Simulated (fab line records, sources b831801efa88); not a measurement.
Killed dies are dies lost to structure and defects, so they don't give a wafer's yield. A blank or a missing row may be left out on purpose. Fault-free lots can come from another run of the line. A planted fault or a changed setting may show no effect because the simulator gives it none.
fab line records -- flow sky130
record lots=6, wafers=18, lastDay=50
route steps=708 shown CONTACT@423 METAL1@434
lots untouched by any fault: they come from a run of this same line in which no faults occurred
startH: hours from the record's opening day to when the first of the lot's shown wafers began -- waitH: hours from the lot's prior step to this one -- " same as the row above -- L1.1+2: several wafers, shown together as one row -- - no value, or no start given -- * or withheld: withheld -- < > ~ a bound
route shown NAME@n: names a module that has steps shown in the file, with the first one's number in the route -- usual: mean/standard deviation taken from wafers without a fault -- same: alike in all rows -- chamber/n: place in a boat -- sites: the reading at each site -- _std_site: how widely they spread, as a standard deviation -- _edge_site: the outer-site mean with the inner-site mean subtracted -- radiusMm: for every site, how far away it sits from the centre of the wafer -- mask NAME#n: copy n -- behind: the most recent tool/chamber to have shaped the wafer -- hold: cause of the lot's hold/its duration in hours/its outcome -- device: names the non-switching transistor (n, p or np) -- end of line: the same wafers' tests at the end of the route -- where a step has no rows: the recipe by itself -- killed: dies that structure and defects cost at the first sort, which is not the same as the wafer's yield -- map: per-die view of a wafer (x killed, . not killed, _ where there is no die)
set.NAME: the setting as run; set.NAME@STEP: as run at that earlier step -- model.NAME: the simulator's own value behind a step, which no gauge read
lots seen at some steps along the route; tables by step, rows by wafer
services: a tool's chamber out of use, with start hour (startH, from the record's first day; less than 0 if before it), hours out, and reason
## steps
# step SKY_CONTACT_ETCH_17
# recipe target=SiO2, chemistry=C4F8/O2/Ar, stopOn=Si3N4, maskMaterial=KrF-thick, sourceW=1500, biasW=1200, pressureMtorr=40, c4f8FlowSccm=withheld, O2_flow_sccm=6, Ar_flow_sccm=300, timeS=withheld, targetDepthA=3400
# usual oesProductAu=0.892/0.0049
lot.wafer,tool,chamber,startH,waitH,oesProductAu
L118.1,rieDiel-02,2,788.88,0.0,0.895
L118.4,rieDiel-02,2,788.88,0.0,0.890
L118.6,rieDiel-02,0,788.88,0.0,0.900
L120.2,rieDiel-02,2,800.61,0.0,0.887
L120.5,rieDiel-02,2,800.61,0.0,0.890
L120.6,rieDiel-02,1,800.61,0.0,0.897
L125.1,rieDiel-04,3,827.32,0.0,0.891
L125.4,rieDiel-04,1,827.32,0.0,0.894
L125.6,rieDiel-04,1,827.32,0.0,0.900
L124.2,rieDiel-04,3,829.62,0.0,0.894
L124.4,rieDiel-04,0,829.62,0.0,0.897
L124.5,rieDiel-04,1,829.62,0.0,0.895
L134.1,rieDiel-04,1,899.18,0.0,0.891
L134.3,rieDiel-04,2,899.18,0.0,0.884
L134.6,rieDiel-04,2,899.18,0.0,0.897
L135.2,rieDiel-02,1,904.41,0.0,0.892
L135.3,rieDiel-02,0,904.41,0.0,0.895
L135.4,rieDiel-02,1,904.41,0.0,0.896
# step SKY_CONTACT_ETCH_18
# recipe target=Si3N4, chemistry=CHF3/O2, stopOn=TiN, sourceW=600, biasW=200, pressureMtorr=40, chf3FlowSccm=50, O2_flow_sccm=5, timeS=39, targetDepthA=750
# step SKY_CONTACT_STRIP_19
# recipe chemistry=O2/N2, powerW=1400, pressureMtorr=1500, platenTempC=withheld, o2FlowSccm=3000, n2FlowSccm=300, overashFraction=0.5
# step SKY_CONTACT_STRIP_20
# recipe chemistry=postEtchResidueRemover, timeS=1200, tempC=72.5
# step SKY_CONTACT_CLEAN_21
# recipe chemistry=IPA, timeS=180, tempC=25
# step SKY_CONTACT_CLEAN_22
# recipe chemistry=O3/DIW, dry=n2Spin
# step SKY_CONTACT_SPUTTER_23
# recipe material=TiN, targetThkNm=20, chamberPressurePa=5, powerW=4000, timeS=80
# usual cathodeDcPowerW=4000.0/0.7, chamberPressurePa=4.999/0.01, throttleValvePct=30.2/1.2
lot.wafer,tool,chamber,startH,waitH,cathodeDcPowerW,chamberPressurePa,throttleValvePct
L118.1,pvdSputter-03,-,789.57,0.0,3999.9,5.002,31.4
L118.4,pvdSputter-03,-,789.57,0.0,4000.5,4.991,30.2
L118.6,pvdSputter-03,-,789.57,0.0,4000.7,5.014,30.4
L120.2,pvdSputter-04,-,801.30,0.0,4000.0,5.009,29.1
L120.5,pvdSputter-04,-,801.30,0.0,3999.3,5.012,30.6
L120.6,pvdSputter-04,-,801.30,0.0,3999.7,5.014,29.9
L125.1,pvdSputter-02,-,828.04,0.0,4000.9,5.013,31.7
L125.4,pvdSputter-02,-,828.04,0.0,3999.3,4.999,29.1
L125.6,pvdSputter-02,-,828.04,0.0,3999.3,4.989,29.1
L124.2,pvdSputter-04,-,830.65,0.0,4000.9,4.999,30.9
L124.4,pvdSputter-04,-,830.65,0.0,4000.4,4.999,29.9
L124.5,pvdSputter-04,-,830.65,0.0,4000.6,4.992,29.8
L134.1,pvdSputter-04,-,899.86,0.0,3999.6,5.005,30.8
L134.3,pvdSputter-04,-,899.86,0.0,3999.2,5.001,30.0
L134.6,pvdSputter-04,-,899.86,0.0,3999.5,4.989,31.0
L135.2,pvdSputter-03,-,905.14,0.0,3999.2,5.001,31.7
L135.3,pvdSputter-03,-,905.14,0.0,4000.5,4.983,31.3
L135.4,pvdSputter-03,-,905.14,0.0,4000.7,4.994,30.5
# step SKY_CONTACT_CVD_24
# recipe material=W, targetThkNm=340, timeS=102.12, tempC=400, pressureTorr=40
# usual heaterPowerW=931/110
lot.wafer,tool,chamber,startH,waitH,heaterPowerW
L118.1,cvdW-01,1,789.63,0.0,852
L118.4,cvdW-01,0,789.63,0.0,851
L118.6,cvdW-01,0,789.63,0.0,838
L120.2,cvdW-02,0,801.36,0.0,1127
L120.5,cvdW-02,1,801.36,0.0,898
L120.6,cvdW-02,0,801.36,0.0,1132
L125.1,cvdW-01,0,828.10,0.0,850
L125.4,cvdW-01,1,828.10,0.0,845
L125.6,cvdW-01,1,828.10,0.0,851
L124.2,cvdW-01,0,830.72,0.0,853
L124.4,cvdW-01,1,830.72,0.0,840
L124.5,cvdW-01,0,830.72,0.0,836
L134.1,cvdW-01,0,899.92,0.0,840
L134.3,cvdW-01,1,899.92,0.0,860
L134.6,cvdW-01,1,899.92,0.0,853
L135.2,cvdW-02,1,905.27,0.1,919
L135.3,cvdW-02,0,905.27,0.1,1122
L135.4,cvdW-02,1,905.27,0.1,904
# step SKY_CONTACT_RS_MEAS_25
# recipe thkMeasGauge=four-point-probe, reads=W_of_CONTACT_CVD_24+TiN_of_CONTACT_SPUTTER_23
# usual CONTACT_W_RS=0.334/0.0054
lot.wafer,tool,chamber,startH,waitH,CONTACT_W_RS[ohm/sq]
L118.1,filmMetro-02,-,789.74,0.1,0.343
L118.4,filmMetro-02,-,789.74,0.1,0.332
L118.6,filmMetro-02,-,789.74,0.1,0.329
L120.2,filmMetro-04,-,801.49,0.1,0.341
L120.5,filmMetro-04,-,801.49,0.1,0.337
L120.6,filmMetro-04,-,801.49,0.1,0.343
L125.1,filmMetro-02,-,828.21,0.1,0.328
L125.4,filmMetro-02,-,828.21,0.1,0.341
L125.6,filmMetro-02,-,828.21,0.1,0.337
L124.2,filmMetro-04,-,830.85,0.1,0.334
L124.4,filmMetro-04,-,830.85,0.1,0.341
L124.5,filmMetro-04,-,830.85,0.1,0.332
L134.1,filmMetro-02,-,900.03,0.1,0.328
L134.3,filmMetro-02,-,900.03,0.1,0.323
L134.6,filmMetro-02,-,900.03,0.1,0.322
L135.2,filmMetro-03,-,905.40,0.1,0.333
L135.3,filmMetro-03,-,905.40,0.1,0.341
L135.4,filmMetro-03,-,905.40,0.1,0.333
# step SKY_CONTACT_THK_MEAS_26
# recipe thkMeasGauge=xrf, reads=W_of_CONTACT_CVD_24
# usual CONTACT_W_THK=345/6.3
lot.wafer,tool,chamber,startH,waitH,CONTACT_W_THK[nm]
L118.1,filmMetro-02,-,789.86,0.1,337
L118.4,filmMetro-02,-,789.86,0.1,346
L118.6,filmMetro-02,-,789.86,0.1,348
L120.2,filmMetro-04,-,801.60,0.1,337
L120.5,filmMetro-04,-,801.60,0.1,339
L120.6,filmMetro-04,-,801.60,0.1,334
L125.1,filmMetro-02,-,828.33,0.1,352
L125.4,filmMetro-02,-,828.33,0.1,336
L125.6,filmMetro-02,-,828.33,0.1,339
L124.2,filmMetro-04,-,830.96,0.1,345
L124.4,filmMetro-04,-,830.96,0.1,337
L124.5,filmMetro-04,-,830.96,0.1,346
L134.1,filmMetro-02,-,900.15,0.1,345
L134.3,filmMetro-02,-,900.15,0.1,351
L134.6,filmMetro-02,-,900.15,0.1,351
L135.2,filmMetro-03,-,905.51,0.1,347
L135.3,filmMetro-03,-,905.51,0.1,337
L135.4,filmMetro-03,-,905.51,0.1,349
# step SKY_CONTACT_CMP_27
# recipe stopOn=SiO2, tOverpolishS=15, downForcePsi=3.5, platenRpm=60, targetThkNm=0, padVelocityMS=0.94248
# usual motorCurrentA=11.1/0.82, overpolishRunS=15.000/0.0096, timeToEndpointS=82.4/2.6
lot.wafer,tool,chamber,startH,waitH,motorCurrentA,overpolishRunS,timeToEndpointS
L118.1,cmp-01,1,789.97,0.1,13.1,14.995,83.8
L118.4,cmp-01,2,789.97,0.1,11.1,14.993,81.9
L118.6,cmp-01,1,789.97,0.1,12.3,15.000,88.9
L120.2,cmp-02,2,801.80,0.2,9.6,14.998,84.5
L120.6,cmp-02,3,801.80,0.2,10.1,15.012,82.1
L120.5,cmp-02,0,801.80,0.2,11.4,15.003,83.5
L125.1,cmp-01,0,828.39,0.1,9.9,15.004,81.8
L125.4,cmp-01,2,828.39,0.1,11.0,14.996,75.5
L125.6,cmp-01,0,828.39,0.1,9.7,15.011,80.3
L124.4,cmp-02,3,831.01,0.0,10.8,15.006,80.1
L124.2,cmp-02,0,831.01,0.0,11.1,14.994,79.8
L124.5,cmp-02,3,831.01,0.0,10.8,15.015,82.0
L134.3,cmp-02,0,900.21,0.0,11.7,14.998,81.1
L134.1,cmp-02,1,900.21,0.0,10.9,15.000,82.9
L134.6,cmp-02,0,900.21,0.0,11.3,14.984,84.1
L135.3,cmp-02,0,905.63,0.1,11.7,15.002,77.1
L135.2,cmp-02,1,905.63,0.1,11.5,14.996,79.2
L135.4,cmp-02,2,905.63,0.1,10.3,14.995,79.3
# step SKY_METAL1_SPUTTER_00
# recipe material=Ti, targetThkNm=15, powerW=3000, timeS=10, chamberPressurePa=0.4
# step SKY_METAL1_SPUTTER_01
# recipe material=TiN, targetThkNm=20, powerW=6500, timeS=16.7, chamberPressurePa=0.4
# usual cathodeDcPowerW=6500.0/1.2, chamberPressurePa=0.4000/0.00075, throttleValvePct=30.2/1.2
lot.wafer,tool,chamber,startH,waitH,cathodeDcPowerW,chamberPressurePa,throttleValvePct,model.TiN_of_METAL1_SPUTTER_01.thkNm
L118.1,pvdSputter-02,-,790.24,0.0,6501.1,0.3988,29.7,19.95
L118.4,pvdSputter-02,-,790.24,0.0,6501.1,0.3988,31.9,20.03
L118.6,pvdSputter-02,-,790.24,0.0,6500.5,0.3989,31.7,19.92
L120.2,pvdSputter-01,-,801.97,0.0,6500.9,0.3995,27.9,20.02
L120.5,pvdSputter-01,-,801.97,0.0,6500.0,0.4003,30.5,19.81
L120.6,pvdSputter-01,-,801.97,0.0,6499.7,0.4003,30.4,19.79
L125.1,pvdSputter-01,-,828.72,0.0,8100.1,0.4000,30.1,24.92
L125.4,pvdSputter-01,-,828.72,0.0,8102.4,0.4000,27.9,25.01
L125.6,pvdSputter-01,-,828.72,0.0,8099.2,0.3997,30.4,24.86
L124.2,pvdSputter-01,-,831.33,0.0,8099.7,0.3979,30.3,24.73
L124.4,pvdSputter-01,-,831.33,0.0,8098.1,0.3989,30.4,24.96
L124.5,pvdSputter-01,-,831.33,0.0,8100.2,0.4005,30.6,24.89
L134.1,pvdSputter-03,-,900.54,0.0,6499.5,0.3993,30.5,20.3
L134.3,pvdSputter-03,-,900.54,0.0,6498.2,0.3995,31.7,20.27
L134.6,pvdSputter-03,-,900.54,0.0,6500.3,0.3995,30.5,20.13
L135.2,pvdSputter-03,-,905.90,0.0,6500.7,0.3992,31.3,20.2
L135.3,pvdSputter-03,-,905.90,0.0,6499.6,0.4010,30.5,20.33
L135.4,pvdSputter-03,-,905.90,0.0,6498.7,0.4007,31.7,20.14
# step SKY_METAL1_SPUTTER_02
# recipe material=AlCu, targetThkNm=250, powerW=10600, timeS=13.3, chamberPressurePa=0.4
# usual cathodeDcPowerW=10600/2, chamberPressurePa=0.4000/0.00083, throttleValvePct=30.2/1.2
lot.wafer,tool,chamber,startH,waitH,cathodeDcPowerW,chamberPressurePa,throttleValvePct
L118.1,pvdSputter-02,-,790.27,0.0,10600,0.4008,29.3
L118.4,pvdSputter-02,-,790.27,0.0,10603,0.4002,31.8
L118.6,pvdSputter-02,-,790.27,0.0,10602,0.4002,31.8
L120.2,pvdSputter-01,-,801.99,0.0,10598,0.4006,28.1
L120.5,pvdSputter-01,-,801.99,0.0,10601,0.3991,29.9
L120.6,pvdSputter-01,-,801.99,0.0,10600,0.3995,30.3
L125.1,pvdSputter-01,-,828.74,0.0,10602,0.4007,30.0
L125.4,pvdSputter-01,-,828.74,0.0,10602,0.4002,28.0
L125.6,pvdSputter-01,-,828.74,0.0,10602,0.3999,30.3
L124.2,pvdSputter-01,-,831.35,0.0,10599,0.4004,30.6
L124.4,pvdSputter-01,-,831.35,0.0,10596,0.3992,30.5
L124.5,pvdSputter-01,-,831.35,0.0,10600,0.4007,30.4
L134.1,pvdSputter-03,-,900.56,0.0,10601,0.3991,30.6
L134.3,pvdSputter-03,-,900.56,0.0,10602,0.3975,31.7
L134.6,pvdSputter-03,-,900.56,0.0,10600,0.3990,30.5
L135.2,pvdSputter-03,-,905.93,0.0,10601,0.4003,31.6
L135.3,pvdSputter-03,-,905.93,0.0,10598,0.3990,30.7
L135.4,pvdSputter-03,-,905.93,0.0,10602,0.3989,31.9
## services
tool,chamber,startH,hours,kind
rieDiel-04,1,769.57,3.0,repair
rieDiel-02,3,773.44,-,clean
rieDiel-02,3,773.44,17.1,scheduledDown
rieDiel-02,3,773.44,17.1,ventCycle
rieDiel-04,-,774.87,42.9,repair
rieDiel-04,-,779.93,0.6,repair
cmp-01,-,797.76,6.6,pm
pvdSputter-04,-,813.47,4.0,repair
pvdSputter-03,-,820.28,5.5,repair
cmp-02,-,821.63,5.8,pm
rieDiel-02,3,847.18,13.4,repair
cvdW-01,1,860.58,-,calibration
cvdW-02,-,861.96,0.3,repair
cmp-01,-,883.55,3.3,repair
cmp-02,-,884.73,3.4,repair
cmp-01,-,889.07,6.7,repair
cmp-02,-,889.42,0.8,repair
rieDiel-02,2,899.55,14.0,repair
rieDiel-02,3,902.73,4.0,repair
cvdW-01,-,904.00,14.0,pm
cvdW-01,0,904.00,14.0,ventCycle
cvdW-01,1,904.00,14.0,ventCycle
## key
firstSign step=SKY_METAL1_SPUTTER_01, reading=cathodeDcPowerW, direction=up, sigmas=99+, usual=6500.0, struck=8100.0
effect none on later readings
modelEffect step=SKY_METAL1_SPUTTER_01, value=TiN_of_METAL1_SPUTTER_01.thkNm, without=19.97, struck=24.9
metAt SKY_METAL1_SPUTTER_01
struckWafers L124.2,L124.4,L124.5,L125.1,L125.4,L125.6
sortLeftOut L125.1,L125.4,L125.6
onsetBetween 801.97 828.72
fault kind=processParameterDrift, tool=pvdSputter-01, chamber=-, onsetH=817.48, steps=SKY_METAL1_SPUTTER_01, channel=powerW, offset=*, shape=step, endH=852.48, actsIn=*, stated=*
# sortLeftOut: the simulated sort isn't trusted on such a fault, so these wafers' sort isn't shown, and their yield isn't known
